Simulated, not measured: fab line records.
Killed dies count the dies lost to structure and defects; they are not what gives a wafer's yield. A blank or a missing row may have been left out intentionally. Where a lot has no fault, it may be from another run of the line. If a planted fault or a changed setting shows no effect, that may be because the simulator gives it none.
Which tool was responsible? ; flow gf180mcu ; 33 wafers from 11 lots sampled at 6 of the route's 602 steps

== WHAT THE GAUGES READ, wafer by wafer ==
GF_STI_THK_MEAS_30. Usual: STI_OXIDATION_02_THK 10.00 nm, standard deviation 0.19.
lot;measured;on;STI_OXIDATION_02_THK (nm);flag
L857;day 2 12:46;film_metro-03;9.87 9.62 9.91;
L859;day 2 23:03;film_metro-02;9.99 9.89 9.82;
L860;day 3 02:40;film_metro-03;9.59 9.52 9.68;
L863;day 4 00:46;film_metro-01;9.87 9.82 10.06;
L864;day 4 02:43;film_metro-02;10.20 10.04 10.22;
L866;day 4 12:41;film_metro-02;10.06 10.05 9.85;
L868;day 4 23:11;film_metro-02;10.20 10.11 10.11;
L869;day 5 03:13;film_metro-03;10.04 9.93 10.01;
L876;day 6 14:32;film_metro-03;10.08 10.00 9.97;
L877;day 6 19:42;film_metro-02;9.92 9.55 9.88;
L878;day 6 23:18;film_metro-03;9.74 10.01 9.83;

GF_LVPWELL_TW_MEAS_11. Usual: LVPWELL_TW 556, standard deviation 3.4.
lot;measured;on;LVPWELL_TW;flag
L857;day 4 04:17;film_metro-02;559 560 557;
L859;day 4 16:17;film_metro-01;555 555 554;
L860;day 4 19:20;film_metro-02;560 560 556;
L863;day 5 20:47;film_metro-02;555 560 557;
L864;day 5 22:35;film_metro-02;560 558 558;
L866;day 6 10:26;film_metro-01;557 556 558;
L868;day 6 20:01;film_metro-02;556 559 556;
L869;day 6 23:32;film_metro-04;553 550 547;
L876;day 8 13:04;film_metro-02;529 534 533;OFF
L877;day 8 19:31;film_metro-01;534 532 532;OFF
L878;day 8 22:32;film_metro-02;529 532 532;OFF

GF_VT_IMPLANT_RS_MEAS_48: a four-point-probe measurement. Usual: LVPWELL_RS 1197 ohm/sq, standard deviation 3.2.
lot;measured;on;LVPWELL_RS (ohm/sq);flag
L857;day 7 22:59;film_metro-04;1193 1194 1196;
L859;day 8 09:56;film_metro-04;1198 1201 1204;
L860;day 8 14:59;film_metro-02;1202 1198 1200;
L863;day 9 18:31;film_metro-02;1200 1198 1198;
L864;day 9 22:35;film_metro-02;1196 1193 1196;
L866;day 10 10:40;film_metro-02;1202 1204 1198;
L868;day 10 22:50;film_metro-02;1200 1196 1200;
L869;day 11 02:38;film_metro-01;1196 1191 1195;
L876;day 12 23:56;film_metro-04;1313 1312 1310;OFF
L877;day 13 06:37;film_metro-02;1317 1322 1317;OFF
L878;day 13 12:19;film_metro-01;1318 1314 1312;OFF

== WHAT TOOL EACH LOT RAN ON (gives the tool, then ch and the chambers of the sampled wafers, and finally the start) ==
lot;GF_STI_STRIP_15;GF_NWELL_STRIP_10;GF_LVPWELL_IMPLANT_08
L857;plasma_asher-03 ch 0,1, day 2 08:37;plasma_asher-01 ch 0,1, day 3 14:46;implanter-01 ch 0, day 4 03:53
L859;plasma_asher-03 ch 0,1, day 2 18:36;plasma_asher-02 ch 0,1, day 4 01:40;implanter-03 ch 0, day 4 15:54
L860;plasma_asher-02 ch 0,1, day 2 22:10;plasma_asher-02 ch 0,1, day 4 04:46;implanter-01 ch 0, day 4 18:56
L863;plasma_asher-04 ch 0, day 3 14:07;plasma_asher-03 ch 0, day 5 05:52;implanter-03 ch 0, day 5 20:23
L864;plasma_asher-04 ch 0,1, day 3 19:08;plasma_asher-03 ch 0,1, day 5 07:20;implanter-01 ch 0, day 5 22:14
L866;plasma_asher-03 ch 0,1, day 4 07:32;plasma_asher-01 ch 0,1, day 5 18:28;implanter-03 ch 0, day 6 10:03
L868;plasma_asher-04 ch 0,1, day 4 18:49;plasma_asher-03 ch 0,1, day 6 05:28;implanter-01 ch 0, day 6 19:38
L869;plasma_asher-03 ch 0,1, day 4 21:23;plasma_asher-03 ch 0,1, day 6 08:34;implanter-01 ch 0, day 6 23:08
L876;plasma_asher-04 ch 0,1, day 6 09:16;plasma_asher-02 ch 0,1, day 7 21:13;implanter-01 ch 0, day 8 12:41
L877;plasma_asher-02 ch 0,1, day 6 14:01;plasma_asher-02 ch 0,1, day 8 02:19;implanter-01 ch 0, day 8 19:05
L878;plasma_asher-02 ch 0,1, day 6 18:58;plasma_asher-01 ch 0,1, day 8 06:13;implanter-01 ch 0, day 8 22:08
- GF_STI_STRIP_15: strips in O2/N2.
- GF_NWELL_STRIP_10: strips in O2/N2.
- GF_LVPWELL_IMPLANT_08

== AS READ BY THE TOOLS THEMSELVES (means over the sampled wafers that have a number; for cases with no such wafer, the mark the record gives instead) ==
GF_STI_STRIP_15. Usual: drypump_motor_current_A 6.0 A, standard deviation 0.34; heater_power_w 332 W, standard deviation 24; oes_product_au 0.386 a.u., standard deviation 0.005; strip_time_to_endpoint_s 3.77 s, standard deviation 0.046.
lot;tool;drypump_motor_current_A (A);heater_power_w (W);oes_product_au (a.u.);strip_time_to_endpoint_s (s);flag
L857;plasma_asher-03;5.8;306;0.388;3.73;
L859;plasma_asher-03;5.9;299;0.385;3.80;
L860;plasma_asher-02;5.8;327;0.380;3.73;
L863;plasma_asher-04;6.3;351;0.389;3.78;
L864;plasma_asher-04;6.1;342;0.385;3.77;
L866;plasma_asher-03;5.9;298;0.390;3.83;
L868;plasma_asher-04;6.2;346;0.386;3.73;
L869;plasma_asher-03;5.8;304;0.383;3.80;
L876;plasma_asher-04;6.2;347;0.383;3.77;
L877;plasma_asher-02;5.8;329;0.385;3.77;
L878;plasma_asher-02;6.2;344;0.385;3.76;

GF_NWELL_STRIP_10. Usual: drypump_motor_current_A 5.8 A, standard deviation 0.45; heater_power_w 324 W, standard deviation 24; oes_product_au 0.722 a.u., standard deviation 0.0046; strip_time_to_endpoint_s 37.01 s, standard deviation 0.1.
lot;tool;drypump_motor_current_A (A);heater_power_w (W);oes_product_au (a.u.);strip_time_to_endpoint_s (s);flag
L857;plasma_asher-01;5.4;340;0.721;37.02;
L859;plasma_asher-02;6.2;348;0.726;36.93;
L860;plasma_asher-02;6.2;344;0.723;36.95;
L863;plasma_asher-03;5.7;316;0.723;37.04;
L864;plasma_asher-03;5.8;302;0.724;37.00;
L866;plasma_asher-01;5.2;344;0.724;37.07;
L868;plasma_asher-03;5.8;306;0.726;37.04;
L869;plasma_asher-03;5.9;310;0.720;37.10;
L876;plasma_asher-02;6.2;341;0.721;37.04;
L877;plasma_asher-02;5.8;332;0.724;36.99;
L878;plasma_asher-01;5.4;343;0.723;36.89;

GF_LVPWELL_IMPLANT_08. Usual: dose_ions_cm2 1.5e+13, standard deviation 1.7e+10; end_station_pressure_torr 5.09e-06 Torr, standard deviation 2.5e-07; faraday_current_uA 84.8, standard deviation 1.5.
lot;tool;dose_ions_cm2;end_station_pressure_torr (Torr);faraday_current_uA;flag
L857;implanter-01;1.5e+13;4.87e-06;84.1;
L859;implanter-03;1.5e+13;5.29e-06;86.0;
L860;implanter-01;1.5e+13;5.29e-06;84.3;
L863;implanter-03;1.5e+13;5.19e-06;83.3;
L864;implanter-01;1.5e+13;5.22e-06;84.9;
L866;implanter-03;1.5e+13;5.40e-06;83.5;
L868;implanter-01;1.5e+13;5.00e-06;83.5;
L869;implanter-01;1.5e+13;5.16e-06;85.8;
L876;implanter-01;1.2e+13;4.90e-06;70.6;OFF
L877;implanter-01;1.2e+13;5.25e-06;71.1;OFF
L878;implanter-01;1.2e+13;4.86e-06;70.4;OFF

== THE ANSWER, worked out from the rows above alone ==
Rule: take the mean of a lot's wafers that have a number; if it is more than 3 standard deviations from the usual mean, the lot is off. Also off: a lot with no number at a reading for which 4 or more lots have one. The other lots that the step has rows for count as sound. First the gauges in route order, then the tools' own readings, where a lot's mean is used as printed above. The first step at which some lot is off is used, and at that step the reading that is off furthest; a lot without a number counts as furthest.
Off: L876, L877, L878, seen at GF_LVPWELL_TW_MEAS_11 (LVPWELL_TW).
If a tool, at a process step before that reading, ran all the lots that are off and no sound lot after the first of them, it fits. Not tried: the gauges at GF_LVPWELL_TW_MEAS_11; whatever is off there is also off at GF_LVPWELL_IMPLANT_08, on other tools, and gauge error can't account for it. One fits: implanter-01 at GF_LVPWELL_IMPLANT_08. Its last sound lot is L869 (day 6 23:08), its first lot that is off L876 (day 8 12:41): a fault that began between those two fits.
The tool's own readings at GF_LVPWELL_IMPLANT_08 bear it out: on the lots that are off they differ by more than 5 times the standard deviation of the sound lots' means. dose_ions_cm2 reads 1.2e+13 there against 1.5e+13 on the sound lots; faraday_current_uA reads 70.7 there against 84.4 on the sound lots.

== WHAT THE SIMULATOR HAD PUT IN ==
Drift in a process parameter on implanter-01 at GF_LVPWELL_IMPLANT_08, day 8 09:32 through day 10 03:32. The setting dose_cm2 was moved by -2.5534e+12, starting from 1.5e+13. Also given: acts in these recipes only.
Shown lots that were struck: L876, L877, L878. Same finding as the rule above.
